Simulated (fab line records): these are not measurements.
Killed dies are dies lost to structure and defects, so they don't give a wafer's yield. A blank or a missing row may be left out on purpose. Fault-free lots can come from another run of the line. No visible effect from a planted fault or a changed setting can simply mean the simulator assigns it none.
Struck lot and sound lot, side by side || flow sky130 || 22 out of 708 route steps
Sound: wafers L261.2, L261.4, L261.6. Wafers struck: L272.1, L272.2, L272.6. The cause is given at the end.
Order at every step that has rows: each side's tool, ch and its chambers, its first start. Under that, the readings that differ: sound wafers || struck wafers || difference of the means || sigmas: that difference in standard deviations of wafers without a fault.
alike: readings whose means differ by less than 2 such deviations, and words and numbers that are the same on both sides. not compared: withheld readings, readings that some wafer has no value for, bounds like >300 that may hide the same value, and numbers for which the record gives no deviation and whose values overlap.
The two part at a step that has a row with sigmas, a row that says differs or no value, or rows on one side only. Non-overlapping numbers with no deviation appear without sigmas and do not part them. A reading missing from all wafers of one side parts the sides only when that side holds two or more wafers.

first, 7 steps without rows for these wafers: SKY_FIELD_ISO_HMDS_06 (prime time 60 s); SKY_FIELD_ISO_COAT_07 (resist thk 60 nm); SKY_FIELD_ISO_COAT_08 (resist thk 450 nm); SKY_FIELD_ISO_SOFTBAKE_09 (time 90 s); SKY_FIELD_ISO_EXPOSE_10 (exposes mask FOM, target cd 150 nm); SKY_FIELD_ISO_PEB_11; SKY_FIELD_ISO_DEVELOP_12 (develop time 60 s).
SKY_FIELD_ISO_CD_MEAS_13 targets a cd of 150 nm.
  sound on cd-sem-02 at day 4 03:21; struck on cd-sem-02 at day 6 13:44
  alike: cd-nm
SKY_FIELD_ISO_ETCH_14: etches BARC in N2/H2, stops on SiO2, time 45.9 s, target depth 60 nm.
  sound on rie-diel-04 ch 0,1, day 4 03:27; struck on rie-diel-03 ch 0,3, day 6 13:51
  alike: bias-w, chamber-pressure-mTorr, drypump-motor-current-A, oes-product-au, throttle-valve-pct
  not compared: rf-hours-counter-h
SKY_FIELD_ISO_ETCH_15: etches the open film in CHF3/O2, stops on Si, target depth 180 nm, time 72 s.
  sound on rie-diel-04 ch 0,1, day 4 03:29; struck on rie-diel-03 ch 0,3, day 6 13:53
  alike: O2_flow_sccm, bias-w, drypump-motor-current-A, oes-product-au, throttle-valve-pct
  not compared: rf-hours-counter-h
SKY_FIELD_ISO_STRIP_16: strips in O2/N2.
  sound on plasma-asher-03 ch 0,1, day 4 03:33; struck on plasma-asher-03 ch 0,1, day 6 13:56
{"reading": "strip-time-to-endpoint-s (s)", "sound": "3.53 3.47 3.46", "struck": "3.56 3.64 3.59", "difference": "+0.11", "sigmas": "+3"}
  alike: drypump-motor-current-A, oes-product-au
  not compared: rf-hours-counter-h
SKY_FIELD_ISO_ETCH_17: etches Si in HBr/Cl2/O2, target depth 342 nm, time 97.7 s.
  sound on rie-si-02 ch 0,1,3, day 4 03:39; struck on rie-si-01 ch 0,1,3, day 6 14:02
{"reading": "throttle-valve-pct (%)", "sound": "25.672 25.702 25.655", "struck": "25.649 25.638 25.653", "difference": -0.030, "sigmas": -2}
  alike: HBr_flow_sccm, O2_flow_sccm, drypump-motor-current-A, mfc-cl2-sccm, oes-product-au
  not compared: rf-hours-counter-h
SKY_FIELD_ISO_WET_ETCH_18: etches Si3N4 in H3PO4, target depth 25 nm, time 286 s.
  sound on wet-bench-03 ch 2, day 4 03:43; struck on wet-bench-03 ch 1, day 6 14:07
  no value came back on the struck wafers for bath-guard-temp-C (C), bath-heat-duty-pct (%), temp-c (C); on the sound wafers bath-guard-temp-C (C) reads 159.6 159.3 159.6
{"reading": "model.Si3N4_of_FIELD_ISO_CVD_03.thk-nm (nm)", "sound": "123.4 123.6 124.9", "struck": "151.1 150.6 150.9", "difference": "+26.9", "sigmas": ""}
then, 6 steps without rows for these wafers: SKY_FIELD_ISO_CLEAN_19 (cleans in SC1/SC2, time 150 s); SKY_FIELD_ISO_CLEAN_20 (cleans in dHF, time 20 s); SKY_FIELD_ISO_WET_ETCH_21 (etches SiO2 in dHF, target depth 20 nm, time 400 s); SKY_FIELD_ISO_OXIDATION_22 (stabilise 600 s, purge 300 s, target thk 10 nm); SKY_FIELD_ISO_CVD_24 (deposits SiO2, target thk 595 nm, time 99.2 s); SKY_FIELD_ISO_ANNEAL_26 (time 1800 s).
SKY_FIELD_ISO_CMP_27: polishes, stops on Si3N4, t overpolish 16 s, target thk 457.8 nm.
  sound on cmp-01 ch 2,3, day 4 07:30; struck on cmp-02 ch 0,1,3, day 6 20:40
  alike: motor-current-A
SKY_FIELD_ISO_WET_ETCH_28: etches SiO2 in dHF, target depth 23.7 nm, time 47 s.
  sound on wet-bench-01 ch 3, day 4 07:48; struck on wet-bench-02 ch 2, day 6 20:52
{"reading": "model.Si3N4_of_FIELD_ISO_CVD_03.thk-nm (nm)", "sound": "117.5 117.7 119", "struck": "145.2 144.6 145", "difference": "+26.9", "sigmas": ""}
  alike: bath-heat-duty-pct, run-length-s, temp-c
then, 1 step without rows for these wafers: SKY_FIELD_ISO_WET_ETCH_29 (etches Si3N4 in H3PO4, target depth 160 nm, time 1825 s).

## WHERE THEY PART
Last at SKY_FIELD_ISO_WET_ETCH_18 as far as this record goes, first at SKY_FIELD_ISO_STRIP_16. Later steps at which nothing parts them and some readings are alike: SKY_FIELD_ISO_CMP_27, SKY_FIELD_ISO_WET_ETCH_28.

WHY: the cause the simulator had injected
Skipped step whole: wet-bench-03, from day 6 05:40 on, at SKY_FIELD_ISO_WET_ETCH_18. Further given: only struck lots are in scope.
